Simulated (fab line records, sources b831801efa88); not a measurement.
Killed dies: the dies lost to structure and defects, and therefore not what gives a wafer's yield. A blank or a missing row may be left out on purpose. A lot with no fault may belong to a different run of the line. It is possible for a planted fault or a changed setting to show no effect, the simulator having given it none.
Which tool did it? -- flow sky130 -- 36 wafers from 12 lots sampled at 4 of the route's 708 steps

## WHAT EACH GAUGE READ, for each wafer
SKY_SONOS_ONO_THK_MEAS_03. Usual: SONOS_ONO_CVD_02_THK gives 10.56 nm (standard deviation 0.12).
lot,measured,on,SONOS_ONO_CVD_02_THK (nm),flag
L992,day 11 22:34,filmMetro-03,10.61 10.57 10.61,
L993,day 12 01:52,filmMetro-03,10.68 10.67 10.70,
L994,day 12 07:30,filmMetro-02,10.36 10.34 10.41,
L995,day 12 18:23,filmMetro-02,10.69 10.73 10.63,
L997,day 13 12:04,filmMetro-03,10.65 10.59 10.59,
L998,day 13 18:44,filmMetro-01,10.58 10.53 10.63,
L999,day 14 05:34,filmMetro-03,10.63 10.45 10.62,
L102,day 15 02:05,filmMetro-01,10.75 10.61 10.53,
L110,day 17 17:01,filmMetro-03,10.56 10.63 10.68,
L112,day 18 10:14,filmMetro-03,10.43 10.53 10.52,
L113,day 18 15:47,filmMetro-01,10.55 10.68 10.58,
L114,day 18 22:56,filmMetro-03,10.38 10.54 10.42,

SKY_LDD_LDN_TW_MEAS_13. Usual: LDD_LDN_TW gives 1479 (standard deviation 10).
lot,measured,on,LDD_LDN_TW,flag
L992,day 23 06:17,filmMetro-03,1495 1491 1492,
L993,day 23 10:16,filmMetro-02,1464 1464 1471,
L994,day 23 17:34,filmMetro-02,1461 1473 1465,
L995,day 24 01:56,filmMetro-01,1475 1471 1468,
L997,day 25 03:03,filmMetro-02,1470 1475 1469,
L998,day 25 11:58,filmMetro-01,1477 1477 1487,
L999,day 25 21:52,filmMetro-03,1484 1487 1493,
L102,day 26 21:19,filmMetro-03,1492 1496 1497,
L110,day 29 07:01,filmMetro-01,1409 1402 1410,OFF
L112,day 29 23:32,filmMetro-02,1384 1388 1387,OFF
L113,day 30 03:47,filmMetro-03,1483 1481 1488,
L114,day 30 11:06,filmMetro-03,1488 1489 1487,

## WHICH TOOL RAN EACH LOT (tool, then ch and the chambers of the sampled wafers, then the start)
lot,SKY_SONOS_ONO_ETCH_15,SKY_LDD_LDN_IMPLANT_09
L992,"rieDiel-01 ch 0,2, day 12 23:52","implanter-01 ch 0, day 23 05:45"
L993,"rieDiel-04 ch 0,1,2, day 13 03:37","implanter-01 ch 0, day 23 09:44"
L994,"rieDiel-01 ch 0,2, day 13 08:29","implanter-03 ch 0, day 23 17:01"
L995,"rieDiel-03 ch 1,2,3, day 13 20:50","implanter-02 ch 0, day 24 01:23"
L997,"rieDiel-04 ch 0,2, day 14 14:21","implanter-02 ch 0, day 25 02:31"
L998,"rieDiel-01 ch 1,2,3, day 14 21:54","implanter-03 ch 0, day 25 11:26"
L999,"rieDiel-01 ch 0,2,3, day 15 09:42","implanter-01 ch 0, day 25 21:20"
L102,"rieDiel-03 ch 0,1,2, day 16 07:07","implanter-03 ch 0, day 26 20:46"
L110,"rieDiel-04 ch 1,2,3, day 19 00:35","implanter-02 ch 0, day 29 06:28"
L112,"rieDiel-01 ch 1,2, day 19 17:56","implanter-02 ch 0, day 29 22:59"
L113,"rieDiel-01 ch 1,2, day 19 23:47","implanter-01 ch 0, day 30 03:14"
L114,"rieDiel-01 ch 1,2, day 20 07:51","implanter-03 ch 0, day 30 10:34"
- SKY_SONOS_ONO_ETCH_15: etches the open film in CHF3/O2, target depth 19.52 nm, time 7.8 s.
- SKY_LDD_LDN_IMPLANT_09

## AS READ BY THE TOOLS THEMSELVES (means over the sampled wafers that have a number; for cases with no such wafer, the mark the record gives instead)
SKY_SONOS_ONO_ETCH_15. Usual: drypumpMotorCurrentA 5.7 A, standard deviation 0.4; oesProductAu 1.006 a.u., standard deviation 0.0068; throttleValvePct 8.827 %, standard deviation 0.009.
lot,tool,drypumpMotorCurrentA (A),oesProductAu (a.u.),throttleValvePct (%),flag
L992,rieDiel-01,5.9,1.006,8.823,
L993,rieDiel-04,5.3,1.013,8.828,
L994,rieDiel-01,5.9,1.000,8.828,
L995,rieDiel-03,5.8,1.007,8.821,
L997,rieDiel-04,4.9,1.006,8.823,
L998,rieDiel-01,5.9,1.009,8.823,
L999,rieDiel-01,5.8,1.013,8.829,
L102,rieDiel-03,5.8,1.007,8.830,
L110,rieDiel-04,5.4,1.004,8.822,
L112,rieDiel-01,5.9,0.997,8.824,
L113,rieDiel-01,5.9,1.007,8.832,
L114,rieDiel-01,5.9,1.009,8.830,

SKY_LDD_LDN_IMPLANT_09. Usual: doseIonsCm2 1.2501e+13, standard deviation 1.4e+10; faradayCurrentUA 70.5, standard deviation 1.3.
lot,tool,doseIonsCm2,faradayCurrentUA,flag
L992,implanter-01,1.2496e+13,71.5,
L993,implanter-01,1.2502e+13,71.1,
L994,implanter-03,1.2513e+13,69.9,
L995,implanter-02,1.2502e+13,69.9,
L997,implanter-02,1.2501e+13,69.5,
L998,implanter-03,1.2493e+13,70.6,
L999,implanter-01,1.2498e+13,70.4,
L102,implanter-03,1.2519e+13,71.8,
L110,implanter-02,5.2817e+12,30.0,OFF
L112,implanter-02,5.2970e+12,29.9,OFF
L113,implanter-01,1.2498e+13,70.7,
L114,implanter-03,1.2503e+13,69.7,

## THE ANSWER, worked out from the rows above alone
Rule: lot off if the mean of its wafers having a number is beyond 3 standard deviations from the usual mean. Also off: a lot with no number at a reading for which 4 or more lots have one. All remaining lots with rows at the step are treated as sound. First the gauges in route order, then the tools' own readings, where a lot's mean is used as printed above. At the first step where some lot is off, the reading lying furthest off is the one used; lots without a number count as furthest.
Off: L110, L112, seen at SKY_LDD_LDN_TW_MEAS_13 (LDD_LDN_TW).
If a tool, at a process step before that reading, ran all the lots that are off and no sound lot after the first of them, it fits. The gauges at SKY_LDD_LDN_TW_MEAS_13 aren't tried: what is off there is off at SKY_LDD_LDN_IMPLANT_09 too, on other tools, and a gauge's error can't cause that. One fits: implanter-02 at SKY_LDD_LDN_IMPLANT_09. A fault onset in the window from L997 (day 25 02:31, its last sound lot) to L110 (day 29 06:28, its first lot off) fits.
The tool's own readings at SKY_LDD_LDN_IMPLANT_09 bear it out: on the lots that are off they differ by more than 5 times the standard deviation of the sound lots' means. doseIonsCm2 reads 5.2894e+12 there against 1.2502e+13 on the sound lots; faradayCurrentUA reads 29.9 there against 70.5 on the sound lots.

## WHAT HAD BEEN PUT IN BY THE SIMULATOR
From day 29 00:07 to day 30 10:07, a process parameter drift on implanter-02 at SKY_LDD_LDN_IMPLANT_09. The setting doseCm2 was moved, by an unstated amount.
Lots struck among those shown: L110, L112. Same finding as the rule above.
